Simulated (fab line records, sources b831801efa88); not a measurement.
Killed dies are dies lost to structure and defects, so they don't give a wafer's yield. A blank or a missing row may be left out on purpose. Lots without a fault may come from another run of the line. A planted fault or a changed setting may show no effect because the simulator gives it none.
Chamber matching | flow gf180mcu | GF_V2_CMP_04 on cmp-01: 4 sister chambers
The step polishes SiO2. 22 wafers are shown with their chamber, then 11 later ones without.

WAFERS WITH THEIR CHAMBER
wafer  | chamber | motor_current_A (A) | head_pressure_psi (psi) | time_to_endpoint_s (s)
L074.1 | 0       | 12.9                | 3.998                   | 81
L074.3 | 1       | 12.9                | 3.989                   | 82
L074.6 | 1       | 12.4                | 4.004                   | 84
L077.1 | 3       | 10.5                | 4.008                   | 84
L077.4 | 2       | 10.0                | 3.995                   | 83
L077.6 | 1       | 12.6                | 4.005                   | 82
L079.3 | 1       | 12.6                | 3.988                   | 71
L079.4 | 2       | 10.1                | 4.006                   | 82
L079.5 | 1       | 12.9                | 3.996                   | 79
L080.2 | 2       | 9.9                 | 3.995                   | 78
L080.3 | 0       | 13.7                | 3.991                   | 83
L080.6 | 2       | 10.1                | 3.990                   | 87
L082.1 | 1       | 12.5                | 4.004                   | 75
L082.4 | 3       | 10.1                | 4.014                   | 79
L082.6 | 3       | 10.5                | 4.003                   | 83
L085.3 | 0       | 13.7                | 3.996                   | 86
L085.4 | 2       | 10.1                | 4.021                   | 85
L085.5 | 3       | 10.1                | 3.995                   | 75
L086.1 | 2       | 10.3                | 4.005                   | 80
L086.4 | 3       | 10.2                | 4.003                   | 87
L086.5 | 1       | 12.6                | 4.002                   | 85
L088.4 | 3       | 10.3                | 3.998                   | 87

SIGNATURES (means of the wafers above)
reading            | chamber 0 | chamber 1 | chamber 2 | chamber 3 | scatter within a chamber
motor_current_A    | 13.433    | 12.643    | 10.083    | 10.283    | 0.224
head_pressure_psi  | 3.99500   | 3.99829   | 4.00200   | 4.00350   | 0.0082
time_to_endpoint_s | 83.33     | 79.71     | 82.50     | 82.50     | 4.3
Rule: a wafer's distance from a chamber is the root of the sum, over the readings, of the square of ((its reading less the chamber's mean) divided by the reading's scatter). The wafer belongs to the nearest chamber; if the next one is less than 2 further off, it can't be placed. The scatter: the root of (the sum of the squares of (reading less its chamber's mean) over the shown wafers, divided by (wafers less chambers)).

WAFERS WITHOUT THEIR CHAMBER
wafer  | motor_current_A (A) | head_pressure_psi (psi) | time_to_endpoint_s (s)
L088.5 | 13.0                | 3.998                   | 86
L088.6 | 10.1                | 4.005                   | 81
L090.3 | 14.1                | 4.004                   | 82
L090.4 | 10.8                | 4.004                   | 79
L090.6 | 13.4                | 3.998                   | 81
L091.1 | 12.5                | 3.994                   | 79
L091.2 | 10.0                | 4.009                   | 80
L091.6 | 14.5                | 3.996                   | 88
L093.4 | 9.5                 | 4.006                   | 86
L093.5 | 9.9                 | 3.993                   | 76
L093.6 | 13.7                | 4.006                   | 83

WHICH CHAMBER EACH WENT THROUGH
wafer  | from the rows above     | in truth
L088.5 | can't be placed: 0 or 1 | 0
L088.6 | can't be placed: 2 or 3 | 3
L090.3 | 0                       | 0
L090.4 | can't be placed: 3 or 2 | 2
L090.6 | 0                       | 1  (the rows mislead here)
L091.1 | 1                       | 1
L091.2 | can't be placed: 2 or 3 | 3
L091.6 | 0                       | 0
L093.4 | can't be placed: 2 or 3 | 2
L093.5 | can't be placed: 2 or 3 | 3
L093.6 | 0                       | 0
Placed correctly: 4 of 11. Can't be placed from these rows: 6 (the true chamber is among the candidates in 6). Placed wrongly: 1.
